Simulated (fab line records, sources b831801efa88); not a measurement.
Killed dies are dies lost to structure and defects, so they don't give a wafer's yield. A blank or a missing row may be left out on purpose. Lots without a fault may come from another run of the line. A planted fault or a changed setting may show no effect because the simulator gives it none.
A struck lot beside a sound one | flow sky130 | 29 steps out of a route of 708
Sound: wafers L214.2, L214.3, L214.5. Struck: wafer L222.1. (L222.2, L222.6 of the same lot were not struck and are left out.) The cause comes at the end.
At each step with rows: each side's tool, then ch and its chambers, then its first start. Under that, the readings that differ: sound wafers | struck wafers | difference of the means | sigmas: that difference in standard deviations of wafers without a fault.
alike: readings whose means differ by less than 2 such deviations, and words and numbers that are the same on both sides. not compared: withheld readings, readings that some wafer has no value for, bounds like >300 that may hide the same value, and numbers for which the record gives no deviation and whose values overlap.
The two part at a step that has a row with sigmas, a row that says differs or no value, or rows on one side only. Numbers that don't overlap but have no deviation are shown without sigmas and don't part them. A reading that every wafer of one side lacks parts them only if that side has two wafers or more.

first, 3 steps without rows for these wafers: SKY_METAL1_EXPOSE_12 (exposes mask MM1, target cd 140 nm); SKY_METAL1_PEB_13; SKY_METAL1_DEVELOP_14 (develop time 60 s).
SKY_METAL1_CD_MEAS_15: target cd 140 nm.
  sound on cd_sem-01, day 34 10:50; struck on cd_sem-02, day 36 17:23
  reading    | sound             | struck | difference | sigmas
  cd_nm (nm) | 141.6 141.0 140.2 | 137.0  | -3.9       | -2
SKY_METAL1_OVL_MEAS_16:
  sound on overlay-01, day 34 10:57; struck on overlay-01, day 36 17:30
  alike: METAL1_OVL
then, 1 step without rows for these wafers: SKY_METAL1_DESCUM_17 (chemistry O2, time 8 s).
SKY_METAL1_ETCH_18: etches BARC in N2/H2, stops on SiO2, time 45.9 s, target depth 60 nm.
  sound on rie_metal-04 ch 1, day 34 11:04; struck on rie_metal-03 ch 0, day 36 17:34
  reading                     | sound       | struck | difference                   | sigmas
  drypump_motor_current_A (A) | 6.3 6.3 6.4 | 4.9    | -1.4                         | -3
  rf_hours_counter_h (h)      | - - -       | 0      | no value on the sound wafers |
  alike: oes_product_au, throttle_valve_pct
SKY_METAL1_METAL_ETCH_19: etches the open film in Cl2/BCl3, stops on SiO2, target depth 360 nm, time 78 s.
  sound on rie_metal-04 ch 1, day 34 11:12; struck on rie_metal-03 ch 0, day 36 17:38
  reading                     | sound       | struck | difference                   | sigmas
  drypump_motor_current_A (A) | 6.3 6.4 6.3 | 4.9    | -1.4                         | -3
  rf_hours_counter_h (h)      | - - -       | 0      | no value on the sound wafers |
  alike: oes_product_au, throttle_valve_pct
then, 4 steps without rows for these wafers: SKY_METAL1_STRIP_20 (strips in O2/N2); SKY_METAL1_STRIP_21 (strips in post etch residue remover, time 1200 s); SKY_METAL1_CLEAN_22 (cleans in IPA, time 180 s); SKY_METAL1_CLEAN_23 (cleans in O3/DIW).
SKY_VIA1_HDPCVD_00: deposits SiO2, target thk 1030 nm, time 171.7 s.
  sound on hdpcvd-01 ch 0,2, day 34 11:56; struck on hdpcvd-02 ch 0,1,2, day 36 18:22
SKY_VIA1_THK_MEAS_01:
  sound on film_metro-03, day 34 12:04; struck on film_metro-02, day 36 18:28
  reading              | sound          | struck | difference | sigmas
  VIA1_HDPCVD_THK (nm) | 1032 1017 1058 | 906    | -130       | -13
SKY_VIA1_CMP_02: polishes SiO2.
  sound on cmp-01 ch 0,2, day 34 12:10; struck on cmp-02 ch 3, day 36 18:35
  alike: motor_current_A
SKY_VIA1_BOW_MEAS_03:
  sound on film_metro-03, day 34 12:26; struck on film_metro-03, day 36 18:50
  alike: VIA1_BOW
then, 8 steps without rows for these wafers: SKY_VIA1_DEHYDRATE_04 (time 60 s); SKY_VIA1_HMDS_05 (prime time 60 s); SKY_VIA1_COAT_06 (resist thk 60 nm); SKY_VIA1_COAT_07 (resist thk 450 nm); SKY_VIA1_SOFTBAKE_08 (time 90 s); SKY_VIA1_EXPOSE_09 (exposes mask VIM, target cd 150 nm); SKY_VIA1_PEB_10; SKY_VIA1_DEVELOP_11 (develop time 60 s).
SKY_VIA1_CD_MEAS_12: target cd 150 nm.
  sound on cd_sem-01, day 35 16:15; struck on cd_sem-02, day 37 19:59
  alike: cd_nm
SKY_VIA1_OVL_MEAS_13:
  sound on overlay-01, day 35 16:22; struck on overlay-01, day 37 20:07
  alike: VIA1_OVL
SKY_VIA1_ETCH_14: etches BARC in N2/H2, stops on SiO2, time 45.9 s, target depth 60 nm.
  sound on rie_diel-01 ch 1,2,3, day 35 16:23; struck on rie_diel-01 ch 0, day 37 20:08
  alike: drypump_motor_current_A, oes_product_au, throttle_valve_pct
  not compared: rf_hours_counter_h
SKY_VIA1_ETCH_15: etches SiO2 in C4F8/O2/Ar, stops on TiN, target depth 351 nm, time 54 s.
  sound on rie_diel-01 ch 1,2,3, day 35 16:26; struck on rie_diel-01 ch 0, day 37 20:11
  reading               | sound             | struck | difference | sigmas
  oes_product_au (a.u.) | 0.974 0.977 0.971 | 0.771  | -0.203     | -36
  not compared: rf_hours_counter_h
SKY_VIA1_STRIP_16: strips in O2/N2.
  sound on plasma_asher-04 ch 0, day 35 16:29; struck on plasma_asher-03 ch 0, day 37 20:14
  alike: drypump_motor_current_A, oes_product_au, strip_time_to_endpoint_s
  not compared: rf_hours_counter_h

WHERE THEY PART
First at SKY_METAL1_CD_MEAS_15; last, within this record, at SKY_VIA1_ETCH_15. Later steps at which nothing parts them and some readings are alike: SKY_VIA1_STRIP_16.

WHY: what the simulator had put in
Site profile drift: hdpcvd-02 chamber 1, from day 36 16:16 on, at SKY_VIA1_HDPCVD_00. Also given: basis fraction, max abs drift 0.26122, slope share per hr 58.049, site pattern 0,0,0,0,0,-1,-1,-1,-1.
